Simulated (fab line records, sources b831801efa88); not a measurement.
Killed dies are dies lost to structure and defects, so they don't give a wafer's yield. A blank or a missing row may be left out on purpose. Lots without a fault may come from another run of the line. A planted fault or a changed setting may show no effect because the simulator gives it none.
Which tool did it? | flow gf180mcu | 12 lots, 36 wafers sampled, at 6 steps of a route of 602

WHAT THE GAUGES READ, wafer by wafer
GF_HV_LDD_CD_MEAS_31: target cd 400 nm.
lot  | measured     | on        | cd_nm (nm)
L477 | day 11 10:55 | cd_sem-02 | 401.7 402.2 402.1
L478 | day 11 20:03 | cd_sem-02 | 403.1 402.0 402.1
L481 | day 12 13:49 | cd_sem-02 | 401.1 404.7 403.8
L485 | day 14 03:48 | cd_sem-02 | 400.5 402.0 402.5
L486 | day 14 09:55 | cd_sem-01 | 399.1 401.1 401.2
L493 | day 16 23:33 | cd_sem-01 | 406.2 402.1 402.6
L494 | day 17 03:04 | cd_sem-02 | 401.7 401.6 403.1
L496 | day 17 21:05 | cd_sem-02 | 398.2 399.7 398.4
L497 | day 18 05:52 | cd_sem-01 | 401.1 399.7 399.6
L498 | day 18 09:31 | cd_sem-01 | 399.5 400.8 401.1
L499 | day 18 13:15 | cd_sem-01 | 402.6 404.7 404.7
L500 | day 19 00:09 | cd_sem-01 | 400.1 399.0 400.2

GF_HV_LDD_TW_MEAS_50.
lot  | measured     | on            | HV_LDD_4_TW
L477 | day 12 07:37 | film_metro-03 | 583 585 583
L478 | day 12 17:05 | film_metro-03 | 583 585 585
L481 | day 13 10:46 | film_metro-03 | 582 579 579
L485 | day 15 02:13 | film_metro-01 | 565 562 564
L486 | day 15 08:37 | film_metro-01 | 563 563 565
L493 | day 17 23:18 | film_metro-03 | 580 582 584
L494 | day 18 03:37 | film_metro-01 | 558 561 563
L496 | day 18 22:16 | film_metro-03 | 580 577 579
L497 | day 19 06:38 | film_metro-01 | 561 561 561
L498 | day 19 10:55 | film_metro-03 | 583 585 583
L499 | day 19 14:39 | film_metro-01 | 562 561 562
L500 | day 20 01:18 | film_metro-01 | 559 563 565

GF_HV_LDD_THK_MEAS_57.
lot  | measured     | on            | HV_LDD_CVD_56_THK (nm)
L477 | day 12 10:25 | film_metro-04 | 90.5 90.9 90.2
L478 | day 12 19:53 | film_metro-01 | 88.8 88.8 89.4
L481 | day 13 14:20 | film_metro-01 | 92.0 90.8 90.9
L485 | day 15 06:08 | film_metro-04 | 71.6 71.1 71.4
L486 | day 15 11:25 | film_metro-03 | 71.4 70.6 71.5
L493 | day 18 02:07 | film_metro-04 | 90.6 89.8 90.0
L494 | day 18 06:26 | film_metro-03 | 90.2 90.2 91.1
L496 | day 19 01:05 | film_metro-03 | 89.8 90.0 89.6
L497 | day 19 09:35 | film_metro-03 | 90.1 90.8 90.5
L498 | day 19 13:43 | film_metro-03 | 90.0 89.7 89.8
L499 | day 19 17:28 | film_metro-03 | 89.6 89.6 89.8
L500 | day 20 04:13 | film_metro-03 | 89.6 89.3 89.7

GF_NSD_CD_MEAS_07: target cd 400 nm.
lot  | measured     | on        | cd_nm (nm)
L477 | day 13 05:59 | cd_sem-01 | 401.3 401.8 401.5
L478 | day 13 16:16 | cd_sem-02 | 395.4 395.2 397.6
L481 | day 14 10:46 | cd_sem-01 | 401.1 402.2 403.2
L485 | day 16 04:07 | cd_sem-01 | 402.3 403.8 401.2
L486 | day 16 09:28 | cd_sem-02 | 402.6 402.2 401.1
L493 | day 19 01:28 | cd_sem-01 | 399.3 398.3 399.1
L494 | day 19 06:14 | cd_sem-01 | 399.7 395.7 400.2
L496 | day 20 00:58 | cd_sem-02 | 399.4 401.2 400.4
L497 | day 20 09:56 | cd_sem-01 | 396.1 400.8 397.4
L498 | day 20 13:32 | cd_sem-02 | 402.1 400.8 403.8
L499 | day 20 17:00 | cd_sem-02 | 398.9 399.9 401.3
L500 | day 21 04:04 | cd_sem-01 | 400.0 401.2 399.8

WHICH TOOL RAN EACH LOT (tool, then ch and the chambers of the sampled wafers, then the start)
lot  | GF_HV_LDD_CVD_56            | GF_HV_LDD_ETCHBACK_58
L477 | lpcvd-02 ch 0, day 12 08:59 | rie_diel-01 ch 1,2,3, day 12 10:28
L478 | lpcvd-01 ch 1, day 12 18:28 | rie_diel-04 ch 1,2,3, day 12 19:56
L481 | lpcvd-02 ch 0, day 13 12:54 | rie_diel-01 ch 1,2,3, day 13 14:23
L485 | lpcvd-02 ch 0, day 15 03:59 | rie_diel-04 ch 0,1,2, day 15 06:11
L486 | lpcvd-02 ch 0, day 15 09:59 | rie_diel-04 ch 1,2, day 15 11:28
L493 | lpcvd-02 ch 1, day 18 00:41 | rie_diel-03 ch 1,3, day 18 02:10
L494 | lpcvd-01 ch 1, day 18 04:59 | rie_diel-01 ch 1,2,3, day 18 06:29
L496 | lpcvd-02 ch 0, day 18 23:38 | rie_diel-01 ch 1,2, day 19 01:07
L497 | lpcvd-01 ch 0, day 19 08:08 | rie_diel-04 ch 0,1, day 19 09:38
L498 | lpcvd-02 ch 0, day 19 12:17 | rie_diel-01 ch 0,1,2, day 19 13:46
L499 | lpcvd-02 ch 0, day 19 16:02 | rie_diel-01 ch 0,1,3, day 19 17:31
L500 | lpcvd-02 ch 1, day 20 02:41 | rie_diel-01 ch 0,1,3, day 20 04:17
- GF_HV_LDD_CVD_56: deposits Si3N4 from DCS/NH3, target thk 90 nm, time 1543 s.
- GF_HV_LDD_ETCHBACK_58: etches Si3N4 in CH3F/O2, stops on SiO2, time 100 s, target depth 90 nm.

WHAT THE TOOLS THEMSELVES READ (means of the sampled wafers that have a number; where no wafer has one, the mark that the record gives instead)
GF_HV_LDD_CVD_56.
lot  | tool     | spike_tc_bottom_C (C) | spike_tc_centre_C (C) | spike_tc_lower_C (C) | spike_tc_upper_C (C) | susceptor_temp_C (C) | zone_power_top_pct (%)
L477 | lpcvd-02 | 786.7                 | 771.9                 | 769.7                | 769.2                | 770.0                | 23
L478 | lpcvd-01 | 784.2                 | 770.9                 | 768.7                | 771.6                | 769.6                | 22
L481 | lpcvd-02 | 786.9                 | 772.2                 | 768.5                | 769.3                | 770.1                | 23
L485 | lpcvd-02 | 775.9                 | 760.1                 | 758.5                | 757.2                | 758.5                | 22
L486 | lpcvd-02 | 775.1                 | 759.7                 | 756.8                | 757.9                | 758.3                | 22
L493 | lpcvd-02 | 787.2                 | 771.6                 | 770.7                | 769.6                | 770.5                | 24
L494 | lpcvd-01 | 784.3                 | 771.3                 | 768.7                | 772.7                | 769.8                | 22
L496 | lpcvd-02 | 787.4                 | 771.1                 | 769.3                | 769.9                | 770.3                | 23
L497 | lpcvd-01 | 790.5                 | 770.3                 | 768.4                | 770.6                | 769.7                | 30
L498 | lpcvd-02 | 787.9                 | 771.5                 | 769.0                | 769.1                | 769.9                | 23
L499 | lpcvd-02 | 786.8                 | 771.5                 | 769.6                | 769.4                | 770.0                | 23
L500 | lpcvd-02 | 786.6                 | 770.9                 | 769.4                | 769.4                | 770.3                | 24

GF_HV_LDD_ETCHBACK_58.
lot  | tool        | O2_flow_sccm (sccm) | drypump_motor_current_A (A) | oes_product_au (a.u.) | throttle_valve_pct (%)
L477 | rie_diel-01 | 29.93               | 4.9                         | 0.851                 | 10.556
L478 | rie_diel-04 | 30.03               | 5.7                         | 0.836                 | 10.557
L481 | rie_diel-01 | 29.98               | 4.9                         | 0.847                 | 10.561
L485 | rie_diel-04 | 30.04               | 5.9                         | 0.750                 | 10.550
L486 | rie_diel-04 | 29.98               | 5.5                         | 0.750                 | 10.543
L493 | rie_diel-03 | 30.16               | 5.9                         | 0.836                 | 10.570
L494 | rie_diel-01 | 29.99               | 4.9                         | 0.847                 | 10.558
L496 | rie_diel-01 | 30.07               | 5.0                         | 0.839                 | 10.559
L497 | rie_diel-04 | 29.94               | 6.0                         | 0.843                 | 10.549
L498 | rie_diel-01 | 30.07               | 5.1                         | 0.842                 | 10.556
L499 | rie_diel-01 | 29.94               | 5.2                         | 0.840                 | 10.553
L500 | rie_diel-01 | 30.05               | 5.2                         | 0.843                 | 10.558

THE ANSWER, worked out from the rows above alone
Rule: what is usual is taken from the lots themselves. Put in order of their means at a reading, lots are off if they are a third of the lots or fewer, leave a main group of 4 or more, and stand apart from it by a gap of 3 or more times the standard deviation of the main group's means; of several such gaps the widest counts. A main group whose means are all the same, to the digits that the tables above print for the reading, isn't used. A lot without any number at a reading at which 4 lots or more have one is off too. The other lots that the step has rows for count as sound. The gauges are gone through in route order, then the tools' own readings, and for those a lot's mean is taken as printed above. The first step at which some lot is off is used, and at that step the reading that is off furthest; a lot without a number counts as furthest.
Off: L485, L486, at GF_HV_LDD_THK_MEAS_57 (HV_LDD_CVD_56_THK). The main group: mean 90.1 nm, standard deviation 0.6.
A tool fits if, at a process step before that reading, it ran every lot that is off, and no sound lot after the first of them. The gauges at GF_HV_LDD_THK_MEAS_57 aren't tried: what is off there is off at GF_HV_LDD_CVD_56 too, on other tools, and a gauge's error can't cause that. None of those tried fits.

WHAT THE SIMULATOR HAD PUT IN
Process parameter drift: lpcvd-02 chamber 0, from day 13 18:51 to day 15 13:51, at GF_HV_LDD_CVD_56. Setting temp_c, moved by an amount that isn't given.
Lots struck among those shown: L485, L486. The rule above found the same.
